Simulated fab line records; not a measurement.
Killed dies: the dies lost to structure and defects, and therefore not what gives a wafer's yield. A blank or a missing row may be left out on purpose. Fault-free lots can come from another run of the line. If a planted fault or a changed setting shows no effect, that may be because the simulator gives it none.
Lot-split experiment -- flow sky130 -- 5 lots, 23 wafers read, on a route of 708 steps

ABOUT THE SPLIT
At SKY_VT_ADJUST_PCH_IMPLANT_08, the setting energy_kev was moved away from the recipe's 10 on 6 of the 23 wafers read, by -5.9% to +4.6%. All remaining wafers had this setting at the recipe value.

Reading taken at the split's own step.

THE READING
In nm, at SKY_VT_ADJUST_PCH_IMPLANT_08: implant.rp_nm, which is the simulator's own figure and was read by no gauge. The file does not state a usual value for it. Across the 17 wafers here that went through the recipe, the average is 33.47 nm and the standard deviation 0.49 nm.

wafer,"tool, chamber at the split",energy_kev as run,against the recipe,"implant.rp_nm, nm",against lot-mates on the recipe
L077.1,"implanter-03, 0",10,recipe,33.78,-
L077.2,"implanter-03, 0",10,recipe,33.78,-
L077.3,"implanter-03, 0",10,recipe,33.78,-
L077.5,"implanter-03, 0",10,recipe,33.78,-
L077.6,"implanter-03, 0",10,recipe,33.78,-
L080.2,"implanter-04, 0",10,recipe,32.78,-
L080.4,"implanter-04, 0",10,recipe,32.78,-
L080.5,"implanter-04, 0",10,recipe,32.78,-
L082.1,"implanter-03, 0",10,recipe,33.83,-
L082.3,"implanter-03, 0",10,recipe,33.83,-
L082.4,"implanter-03, 0",10,recipe,33.83,-
L082.5,"implanter-03, 0",10,recipe,33.83,-
L082.6,"implanter-03, 0",10,recipe,33.83,-
L084.1,"implanter-01, 0",10.46,+4.6%,35.23,+1.53
L084.2,"implanter-01, 0",10.46,+4.6%,35.23,+1.53
L084.6,"implanter-01, 0",10.46,+4.6%,35.23,+1.53
L084.3,"implanter-01, 0",10,recipe,33.7,-
L084.5,"implanter-01, 0",10,recipe,33.7,-
L085.1,"implanter-01, 0",9.415,-5.9%,31.04,-1.57
L085.3,"implanter-01, 0",9.415,-5.9%,31.04,-1.57
L085.5,"implanter-01, 0",9.415,-5.9%,31.04,-1.57
L085.2,"implanter-01, 0",10,recipe,32.61,-
L085.4,"implanter-01, 0",10,recipe,32.61,-

THE FIT
A straight line over all 23 wafers: implant.rp_nm changes by +0.402 nm for each +1% of energy_kev; r = +0.93; the points scatter about the line by 0.45 nm.
The same after taking each lot's own level away (the mean of its wafers on the recipe; 23 wafers): +0.294 nm for each +1%; r = +1.00; scatter 0.076 nm.
That fit puts the effect of the largest move of energy_kev on the reading at 1.7 nm.
From 32.610 to 33.830 nm: that is the span of the lots' own levels, equal to 2.5 times the standard deviation above.
So the slope is not independent of the lot-to-lot level: the two fits are not the same.
Check: with one of the wafers moved furthest among these (-5.9%) left out of the fit, the line predicts -1.71 nm for it against its lot-mates. Against them it came out at -1.57 nm.

ADDITIONAL SPLITS CARRIED BY THESE WAFERS
Before the reading, these wafers also passed through other splits. Each is held against what the fit with the lots' levels taken away leaves over:
other split on the same wafers,wafers away from the commonest value,r with implant.rp_nm (lot level and that fit taken away)
SKY_VT_ADJUST_LVTN_COAT_13 resist_thk_nm,8,+0.24
SKY_VT_ADJUST_NCORE_EXPOSE_04 dose_mj,7,-0.18
SKY_VT_ADJUST_HVTR_IMPLANT_09 dose_cm2,8,-0.12

THE WHOLE CHAIN: every reading that the file lists as answering this split, in the file's order
step,what it does,reading,change (the file's fit),r (the file's)
SKY_VT_ADJUST_PCH_IMPLANT_08,,"implant.drp_nm (the simulator's own value, which no gauge read)",+0.12 nm for each +1% of the setting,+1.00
SKY_VT_ADJUST_PCH_IMPLANT_08,,"implant.rp_nm (the simulator's own value, which no gauge read)",+0.292 nm for each +1% of the setting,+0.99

THE FILE'S OWN FIT
implant.rp_nm changes by +0.292 nm for each +1% of energy_kev, r = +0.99.
